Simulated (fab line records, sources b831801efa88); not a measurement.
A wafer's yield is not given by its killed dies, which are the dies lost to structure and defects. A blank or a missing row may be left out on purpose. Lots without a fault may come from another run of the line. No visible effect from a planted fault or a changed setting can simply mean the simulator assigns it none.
Which of the tools did it?	flow gf180mcu	Sampling: 12 lots, 34 wafers, 5 of 602 route steps

WHAT THE GAUGES SHOWED, per wafer
GF_NWELL_OVL_MEAS_07.
lot	measured	on	NWELL_OVL (nm)
L178	day 3 11:50	overlay-02	-0.7 -1.7 0.0
L180	day 3 19:59	overlay-02	-1.3 0.8 0.3
L181	day 3 22:03	overlay-02	-1.7 -2.9 -1.3
L182	day 4 08:50	overlay-01	-1.5 -0.1 1.5
L185	day 5 03:14	overlay-02	-1.9 -0.5 -0.8
L186	day 5 11:29	overlay-02	-0.4 -0.4 1.0
L187	day 5 14:41	overlay-01	0.0 -1.7 0.4
L188	day 5 20:35	overlay-01	-2.1 -1.6
L189	day 6 02:02	overlay-02	-2.1 0.0 0.1
L191	day 6 07:05	overlay-02	-0.8 0.2
L199	day 8 06:47	overlay-02	-2.3 -1.4 -2.2
L200	day 8 10:21	overlay-02	0.0 0.2 1.4

GF_VT_IMPLANT_OVL_MEAS_18.
lot	measured	on	VT_IMPLANT_01_OVL (nm)
L178	day 6 06:05	overlay-02	2.0 2.4 2.3
L180	day 6 16:32	overlay-02	1.1 1.1 2.8
L181	day 6 18:51	overlay-01	0.6 1.5 1.4
L182	day 7 08:14	overlay-02	2.7 2.5 2.2
L185	day 8 07:05	overlay-01	-0.2 -0.3 -1.1
L186	day 8 14:33	overlay-02	4.5 4.2 4.3
L187	day 8 18:20	overlay-02	2.4 0.3 1.0
L188	day 9 01:32	overlay-02	3.4 3.2
L189	day 9 08:08	overlay-02	0.6 1.0 0.5
L191	day 9 16:47	overlay-01	2.3 2.9
L199	day 11 22:47	overlay-01	1.2 0.6 1.5
L200	day 12 05:44	overlay-02	4.0 1.0 2.3

WHAT TOOL EACH LOT RAN ON (gives the tool, then ch and the chambers of the sampled wafers, and finally the start)
lot	GF_STI_ETCH_13	GF_STI_STRIP_15	GF_MVPSD_STRIP_10
L178	rie-diel-04 ch 2,3, day 2 02:30	plasma-asher-01 ch 1, day 2 02:40	plasma-asher-04 ch 0,1, day 5 02:34
L180	rie-diel-04 ch 1,2,3, day 2 11:41	plasma-asher-01 ch 0,1, day 2 11:50	plasma-asher-04 ch 0,1, day 5 12:52
L181	rie-diel-04 ch 1,2,3, day 2 17:32	plasma-asher-01 ch 0,1, day 2 17:41	plasma-asher-04 ch 0,1, day 5 14:41
L182	rie-diel-04 ch 1,2, day 3 02:21	plasma-asher-01 ch 0,1, day 3 02:30	plasma-asher-04 ch 0,1, day 6 03:00
L185	rie-diel-01 ch 2,3, day 3 12:18	plasma-asher-04 ch 0,1, day 3 12:27	plasma-asher-02 ch 1, day 6 23:34
L186	rie-diel-01 ch 0,2,3, day 3 19:26	plasma-asher-02 ch 0,1, day 3 19:38	plasma-asher-04 ch 0,1, day 7 06:39
L187	rie-diel-01 ch 0,2,3, day 4 02:23	plasma-asher-02 ch 0,1, day 4 02:35	plasma-asher-04 ch 0,1, day 7 11:15
L188	rie-diel-01 ch 0,3, day 4 06:42	plasma-asher-02 ch 0, day 4 06:51	plasma-asher-03 ch 0,1, day 7 18:27
L189	rie-diel-03 ch 0,2, day 4 13:56	plasma-asher-02 ch 0,1, day 4 14:05	plasma-asher-02 ch 0,1, day 7 23:34
L191	rie-diel-01 ch 0,1, day 4 21:05	plasma-asher-02 ch 1, day 4 21:14	plasma-asher-04 ch 1, day 8 07:40
L199	rie-diel-03 ch 2,3, day 6 18:06	plasma-asher-02 ch 0,1, day 6 18:15	plasma-asher-03 ch 0,1, day 10 09:58
L200	rie-diel-04 ch 1,3, day 6 21:42	plasma-asher-04 ch 0,1, day 6 21:53	plasma-asher-04 ch 0,1, day 10 15:42
- GF_STI_ETCH_13: etches the open film in CHF3/O2, stops on Si, target depth 282.31 nm, time 112.9 s.
- GF_STI_STRIP_15: strips in O2/N2.
- GF_MVPSD_STRIP_10: strips in O2/N2.

AS READ BY THE TOOLS THEMSELVES (means over the sampled wafers that have a number; for cases with no such wafer, the mark the record gives instead)
GF_STI_ETCH_13.
lot	tool	bias-w (W)	drypump-motor-current-A (A)	oes-product-au (a.u.)	throttle-valve-pct (%)
L178	rie-diel-04	200.3	5.8	0.837	8.819
L180	rie-diel-04	200.0	5.6	0.836	8.826
L181	rie-diel-04	200.0	5.6	0.836	8.807
L182	rie-diel-04	199.9	5.6	0.834	8.812
L185	rie-diel-01	200.0	5.7	0.854	8.812
L186	rie-diel-01	199.8	6.0	0.840	8.809
L187	rie-diel-01	199.8	6.0	0.835	8.811
L188	rie-diel-01	200.6	6.0	0.813	8.800
L189	rie-diel-03	199.8	5.9	0.832	8.811
L191	rie-diel-01	200.7	5.9	0.823	8.809
L199	rie-diel-03	200.4	6.0	0.834	8.814
L200	rie-diel-04	200.2	5.7	0.841	8.808

GF_STI_STRIP_15.
lot	tool	drypump-motor-current-A (A)	heater-power-w (W)	oes-product-au (a.u.)	platen-temp-c (C)	strip-time-to-endpoint-s (s)
L178	plasma-asher-01	6.41	316	0.385	249.97	3.70
L180	plasma-asher-01	6.19	328	0.388	250.07	3.75
L181	plasma-asher-01	5.99	329	0.384	249.83	3.72
L182	plasma-asher-01	5.99	331	0.389	249.89	3.76
L185	plasma-asher-04	5.95	336	0.384	249.77	3.72
L186	plasma-asher-02	6.07	338	0.386	249.88	3.72
L187	plasma-asher-02	6.13	343	0.380	250.10	3.72
L188	plasma-asher-02	6.04	335	0.383	250.13	3.60
L189	plasma-asher-02	6.06	340	0.384	250.10	3.79
L191	plasma-asher-02	6.12	342	0.377	250.19	3.59
L199	plasma-asher-02	6.13	335	0.385	249.92	3.69
L200	plasma-asher-04	5.95	331	0.386	249.87	3.77

GF_MVPSD_STRIP_10.
lot	tool	drypump-motor-current-A (A)	heater-power-w (W)	oes-product-au (a.u.)	platen-temp-c (C)	strip-time-to-endpoint-s (s)
L178	plasma-asher-04	6.05	326	0.723	250.06	36.79
L180	plasma-asher-04	6.03	324	0.716	250.00	36.93
L181	plasma-asher-04	5.94	334	0.721	249.94	36.77
L182	plasma-asher-04	6.02	326	0.727	249.91	36.91
L185	plasma-asher-02	6.19	332	0.724	250.29	36.91
L186	plasma-asher-04	5.94	329	0.725	250.37	36.87
L187	plasma-asher-04	6.04	325	0.722	250.11	37.07
L188	plasma-asher-03	5.98	344	0.723	249.78	36.86
L189	plasma-asher-02	6.08	340	0.728	249.98	36.84
L191	plasma-asher-04	6.11	322	0.724	250.17	36.98
L199	plasma-asher-03	5.88	342	0.723	250.01	36.74
L200	plasma-asher-04	5.95	328	0.722	250.05	37.08

THE ANSWER, worked out from the rows above alone
Rule: the lots themselves supply what counts as usual. The widest of any qualifying gaps counts: lots, ordered by their means at a reading, are off when they make up no more than a third of the lots, leave a main group of 4 or more, and stand apart from it by 3 or more times the standard deviation of that group's means. The tables above print the reading to a certain number of digits; a main group whose means all agree to those digits is not used. A lot without any number at a reading at which 4 lots or more have one is off too. All remaining lots with rows at the step are treated as sound. Order of review: gauges by route order, followed by the tools' own readings, for which a lot's mean as printed above is used. The first step at which some lot is off is used, and at that step the reading that is off furthest; a lot without a number counts as furthest.
No lot is off on any of the readings shown, so nothing can be concluded from this.

WHAT THE SIMULATOR HAD INSERTED
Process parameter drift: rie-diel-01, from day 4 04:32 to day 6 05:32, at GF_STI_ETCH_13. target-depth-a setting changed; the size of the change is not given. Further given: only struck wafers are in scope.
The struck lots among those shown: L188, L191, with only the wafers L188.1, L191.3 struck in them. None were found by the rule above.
